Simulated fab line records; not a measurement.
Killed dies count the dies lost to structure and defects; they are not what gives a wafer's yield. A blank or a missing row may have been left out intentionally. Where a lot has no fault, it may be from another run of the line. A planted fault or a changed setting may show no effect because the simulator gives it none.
Struck lot and sound lot, side by side ; flow sky130 ; 25 out of 708 route steps
Sound: these wafers, L520.2, L520.3, L520.6. Wafers L516.1, L516.4, L516.6 were the ones struck. Last of all comes the cause.
Per side, at each step with rows, come the tool, then ch with its chambers, and then its first start. Under that, the readings that differ: sound wafers ; struck wafers ; difference of the means ; sigmas: that difference in standard deviations of wafers without a fault.
alike: readings with means less than 2 such deviations apart, plus words and numbers identical on both sides. not compared: withheld readings, readings lacking a value on some wafer, bounds such as >300 that could conceal the same value, and numbers that have no deviation in the record and whose values overlap.
The two part at a step that has a row with sigmas, a row that says differs or no value, or rows on one side only. Numbers that have no deviation but don't overlap get no sigmas and don't part them. Lack of a reading on every wafer of one side parts them only where that side has two or more wafers.

SKY_NWELL_RS_MEAS_31: the measuring method here is four-point-probe.
  sound on film_metro-01 at day 8 14:43; struck on film_metro-01 at day 7 17:19
  alike: PWDE_RS
then, 7 steps without rows for these wafers: SKY_VT_ADJUST_HVTP_DEHYDRATE_00 (time 60 s); SKY_VT_ADJUST_HVTP_HMDS_01 (prime time 60 s); SKY_VT_ADJUST_HVTP_COAT_02 (resist thk 1140 nm); SKY_VT_ADJUST_HVTP_SOFTBAKE_03 (time 60 s); SKY_VT_ADJUST_HVTP_EXPOSE_04 (exposes mask HVTPM, target cd 380 nm); SKY_VT_ADJUST_HVTP_PEB_05; SKY_VT_ADJUST_HVTP_DEVELOP_06 (develop time 60 s).
SKY_VT_ADJUST_HVTP_CD_MEAS_07 targets a cd of 380 nm.
  sound on cd_sem-02 at day 9 10:44; struck on cd_sem-02 at day 8 13:33
  alike: cd_nm
SKY_VT_ADJUST_HVTP_OVL_MEAS_08:
  sound on overlay-01 at day 9 10:51; struck on overlay-02 at day 8 13:40
  alike: VT_ADJUST_HVTP_OVL
following that, these wafers have no rows for 1 step: SKY_VT_ADJUST_HVTP_IMPLANT_09.
SKY_VT_ADJUST_HVTP_STRIP_10: strips in O2/N2.
  sound on plasma_asher-03 ch 0, day 9 11:02; struck on plasma_asher-03 ch 0,1, day 8 13:52
  no value came back on the struck wafers for chamber_pressure_mTorr (mTorr), drypump_motor_current_A (A), oes_product_au (a.u.), strip_time_to_endpoint_s (s); on the sound wafers chamber_pressure_mTorr (mTorr) reads 1500.5 1500.9 1497.5
reading;sound;struck;difference;sigmas
model.NOVOLAK_of_VT_ADJUST_HVTP_COAT_02.thk_nm (nm);0 0 0;1148 1147 1149;+1148;
  not compared: rf_hours_counter_h
SKY_VT_ADJUST_HVTP_TW_MEAS_11:
  sound on film_metro-02 at day 9 11:08; struck on film_metro-01 at day 8 13:58
reading;sound;struck;difference;sigmas
VT_ADJUST_HVTP_TW;1352 1355 1345;1386 1382 1383;+33;+2
then, 7 steps without rows for these wafers: SKY_VT_ADJUST_LVTN_DEHYDRATE_00 (time 60 s); SKY_VT_ADJUST_LVTN_HMDS_01 (prime time 60 s); SKY_VT_ADJUST_LVTN_COAT_02 (resist thk 3000 nm); SKY_VT_ADJUST_LVTN_SOFTBAKE_03; SKY_VT_ADJUST_LVTN_EXPOSE_04 (exposes mask NWM COMPLEMENT LESS NATIVE, target cd 840 nm); SKY_VT_ADJUST_LVTN_PEB_05; SKY_VT_ADJUST_LVTN_DEVELOP_06 (develop time 60 s).
SKY_VT_ADJUST_LVTN_OVL_MEAS_07:
  sound on overlay-02 at day 10 08:25; struck on overlay-01 at day 9 10:13
  alike: VT_ADJUST_LVTN_OVL
following that, these wafers have no rows for 1 step: SKY_VT_ADJUST_LVTN_IMPLANT_08.
SKY_VT_ADJUST_LVTN_STRIP_09: strips in O2/N2.
  sound on plasma_asher-01 ch 0,1, day 10 08:35; struck on plasma_asher-04 ch 1, day 9 10:24
reading;sound;struck;difference;sigmas
strip_time_to_endpoint_s (s);36.96 36.96 36.98;53.97 53.90 53.96;+16.98;+99 or more
  alike: chamber_pressure_mTorr, drypump_motor_current_A, oes_product_au
  not compared: rf_hours_counter_h
SKY_VT_ADJUST_LVTN_TW_MEAS_10:
  sound on film_metro-02 at day 10 08:42; struck on film_metro-02 at day 9 10:30
reading;sound;struck;difference;sigmas
VT_ADJUST_LVTN_TW;241.0 240.6 241.4;29.8 29.9 29.9;-211.1;-99 or more
then, 1 step without rows for these wafers: SKY_VT_ADJUST_LVTN_DEHYDRATE_11 (time 60 s).

## WHERE THEY PART
Earliest at SKY_VT_ADJUST_HVTP_STRIP_10; latest, in this record, at SKY_VT_ADJUST_LVTN_TW_MEAS_10.

WHY: the cause the simulator had injected
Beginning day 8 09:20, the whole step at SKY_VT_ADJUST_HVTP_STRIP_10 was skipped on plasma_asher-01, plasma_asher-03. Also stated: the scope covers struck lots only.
